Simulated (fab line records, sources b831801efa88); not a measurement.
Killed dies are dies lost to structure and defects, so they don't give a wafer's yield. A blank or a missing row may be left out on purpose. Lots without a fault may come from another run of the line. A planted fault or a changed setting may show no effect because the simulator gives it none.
A struck lot beside a sound one | flow gf180mcu | 19 steps out of a route of 602
Sound: wafers L551.1, L551.5, L551.6. Struck: wafers L555.4, L555.5, L555.6. The cause comes at the end.
At each step with rows: each side's tool, then ch and its chambers, then its first start. Under that, the readings that differ: sound wafers | struck wafers | difference of the means | sigmas: that difference in standard deviations of wafers without a fault.
alike: readings whose means differ by less than 2 such deviations, and words and numbers that are the same on both sides. not compared: withheld readings, readings that some wafer has no value for, bounds like >300 that may hide the same value, and numbers for which the record gives no deviation and whose values overlap.
The two part at a step that has a row with sigmas, a row that says differs or no value, or rows on one side only. Numbers that don't overlap but have no deviation are shown without sigmas and don't part them. A reading that every wafer of one side lacks parts them only if that side has two wafers or more.

first, 1 step without rows for these wafers: GF_LVPWELL_DEVELOP_06 (develop time 60 s).
GF_LVPWELL_OVL_MEAS_07:
  sound on overlay-02, day 6 09:56; struck on overlay-01, day 7 09:54
  alike: LVPWELL_OVL
then, 2 steps without rows for these wafers: GF_LVPWELL_IMPLANT_08; GF_LVPWELL_IMPLANT_09.
GF_LVPWELL_STRIP_10: strips in O2/N2.
  sound on plasma_asher-03 ch 0,1, day 6 10:16; struck on plasma_asher-03 ch 0,1, day 7 10:15
  alike: chamber_pressure_mTorr, drypump_motor_current_A, heater_power_w, oes_product_au, strip_time_to_endpoint_s
  not compared: rf_hours_counter_h
GF_LVPWELL_TW_MEAS_11:
  sound on film_metro-04, day 6 10:22; struck on film_metro-03, day 7 10:20
  alike: LVPWELL_TW
then, 6 steps without rows for these wafers: GF_MVSD_DEHYDRATE_00 (time 60 s); GF_MVSD_HMDS_01 (prime time 60 s); GF_MVSD_COAT_02 (resist thk 3000 nm); GF_MVSD_SOFTBAKE_03; GF_MVSD_EXPOSE_04 (exposes mask MVSD, target cd 1000 nm); GF_MVSD_PEB_05.
GF_MVSD_DEVELOP_06: develop time 60 s.
  sound on litho_track-04 ch 0, day 7 01:00; struck on litho_track-04 ch 0, day 8 02:00
GF_MVSD_OVL_MEAS_07:
  sound on overlay-02, day 7 01:32; struck on overlay-01, day 8 02:27
  reading       | sound        | struck | difference                    | sigmas
  MVSD_OVL (nm) | 0.4 0.6 -0.5 | - - -  | no value on the struck wafers |
then, 2 steps without rows for these wafers: GF_MVSD_IMPLANT_08; GF_MVSD_IMPLANT_09.
GF_MVSD_STRIP_10: strips in O2/N2.
  sound on plasma_asher-03 ch 0,1, day 7 01:52; struck on plasma_asher-01 ch 0,1, day 8 02:48
  alike: chamber_pressure_mTorr, drypump_motor_current_A, heater_power_w, oes_product_au, strip_time_to_endpoint_s
  not compared: rf_hours_counter_h
GF_MVSD_TW_MEAS_11:
  sound on film_metro-01, day 7 01:58; struck on film_metro-04, day 8 03:09
  reading | sound          | struck         | difference | sigmas
  MVSD_TW | 1567 1583 1575 | 1483 1493 1495 | -85        | -4
  not compared: hold
-- the record jumps here: 25 days lie between the struck wafers' starts before and after (it left off in module MVSD and takes up again in module PASSIVATION, whose first step shown is number 602 of the route) --
GF_PASSIVATION_PROBE_99:
  sound on prober-02, day 32 01:32; struck on prober-02, day 33 07:56
  reading                                   | sound               | struck                                                               | difference                   | sigmas
  hold                                      | - - -               | await_dispo/2.7h/scrap await_dispo/2.7h/scrap await_dispo/2.7h/scrap | no value on the sound wafers |
  model.etest.ldnmos_10p0.r_on_ohm_um       | 3738 3759 3745      | 1.565e+04 1.254e+04 1.603e+04                                        | +1.099e+04                   |
  model.etest.ldnmos_10p0.drive_ua_um       | 537.6 533.3 539.3   | 187.4 210 186.3                                                      | -342.2                       |
  model.etest.ldnmos_10p0.off_log10_a_um    | -12.8 -12.96 -12.93 | -6.857 -6.95 -6.95                                                   | +5.978                       |
  model.etest.ldnmos_10p0.drive_ua_um_range | 9.339 9.288 6.569   | 1.845 3.462 2.205                                                    | -5.895                       |
  model.etest.n_drift.open                  | 0 0 0               | 1 1 1                                                                | +1                           |

WHERE THEY PART
First at GF_MVSD_OVL_MEAS_07; last, within this record, at GF_PASSIVATION_PROBE_99.

WHY: what the simulator had put in
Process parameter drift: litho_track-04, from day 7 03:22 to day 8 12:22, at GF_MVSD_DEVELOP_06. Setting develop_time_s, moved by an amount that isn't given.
